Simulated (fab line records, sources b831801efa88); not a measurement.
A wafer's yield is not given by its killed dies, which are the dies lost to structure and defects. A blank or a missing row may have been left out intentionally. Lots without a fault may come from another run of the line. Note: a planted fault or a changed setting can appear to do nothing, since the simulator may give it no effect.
Comparing a struck lot with a sound one || flow gf180mcu || 14 out of 602 route steps
Sound: wafers L767.1, L767.3, L767.4. The struck wafers were L773.4, L773.5, L773.6. The cause is given at the end.
For every step that has rows: the tool of each side, followed by ch and its chambers, followed by its first start. Under that, the readings that differ: sound wafers || struck wafers || difference of the means || sigmas: that difference in standard deviations of wafers without a fault.
alike: readings whose means differ by less than 2 such deviations, and words and numbers that are the same on both sides. not compared: withheld readings, readings that some wafer has no value for, bounds like >300 that may hide the same value, and numbers for which the record gives no deviation and whose values overlap.
A row with sigmas, a row that says differs or no value, or rows on one side alone: a step with any of these is where the two part. Non-overlapping numbers with no deviation appear without sigmas and do not part them. Lack of a reading on every wafer of one side parts them only where that side has two or more wafers.

first, 2 steps without rows for these wafers: GF_VT_IMPLANT_PEB_05; GF_VT_IMPLANT_DEVELOP_06 (develop time 60 s).
GF_VT_IMPLANT_OVL_MEAS_07:
  sound on overlay-02 at day 6 10:08; struck on overlay-01 at day 7 20:37
  alike: VT_IMPLANT_OVL
after that, 1 step had no rows for these wafers: GF_VT_IMPLANT_IMPLANT_08.
GF_VT_IMPLANT_STRIP_09: strips in O2/N2.
  sound on plasma_asher-03 ch 0,1, day 6 10:20; struck on plasma_asher-04 ch 0,1, day 7 20:49
  alike: drypump_motor_current_A, heater_power_w, oes_product_au, strip_time_to_endpoint_s
  not compared: rf_hours_counter_h
GF_VT_IMPLANT_TW_MEAS_10:
  sound on film_metro-02 at day 6 10:26; struck on film_metro-03 at day 7 20:55
{"reading": "VT_IMPLANT_TW", "sound": "567 565 569", "struck": "558 557 557", "difference": -10, "sigmas": -2}
then, 6 steps without rows for these wafers: GF_VT_IMPLANT_DEHYDRATE_11 (time 60 s); GF_VT_IMPLANT_HMDS_12 (prime time 60 s); GF_VT_IMPLANT_COAT_13 (resist thk 1000 nm); GF_VT_IMPLANT_SOFTBAKE_14 (time 60 s); GF_VT_IMPLANT_EXPOSE_15 (exposes mask Nwell LV AREA, target cd 860 nm); GF_VT_IMPLANT_PEB_16.
GF_VT_IMPLANT_DEVELOP_17: develop time 60 s.
  sound on litho_track-01 ch 0, day 7 01:35; struck on litho_track-02, day 8 13:29
  no value came back on the struck wafers for chill_plate_temp_C (C), develop_time_s (s); on the sound wafers chill_plate_temp_C (C) reads 22.98 22.99 22.98
GF_VT_IMPLANT_OVL_MEAS_18:
  sound on overlay-01 at day 7 01:44; struck on overlay-01 at day 8 13:35
{"reading": "VT_IMPLANT_01_OVL (nm)", "sound": "-0.3 0.3 0.9", "struck": "- - -", "difference": "no value on the struck wafers", "sigmas": ""}

## WHERE THEY PART
Last at GF_VT_IMPLANT_OVL_MEAS_18 as far as this record goes, first at GF_VT_IMPLANT_TW_MEAS_10.

WHY: what the simulator had put in
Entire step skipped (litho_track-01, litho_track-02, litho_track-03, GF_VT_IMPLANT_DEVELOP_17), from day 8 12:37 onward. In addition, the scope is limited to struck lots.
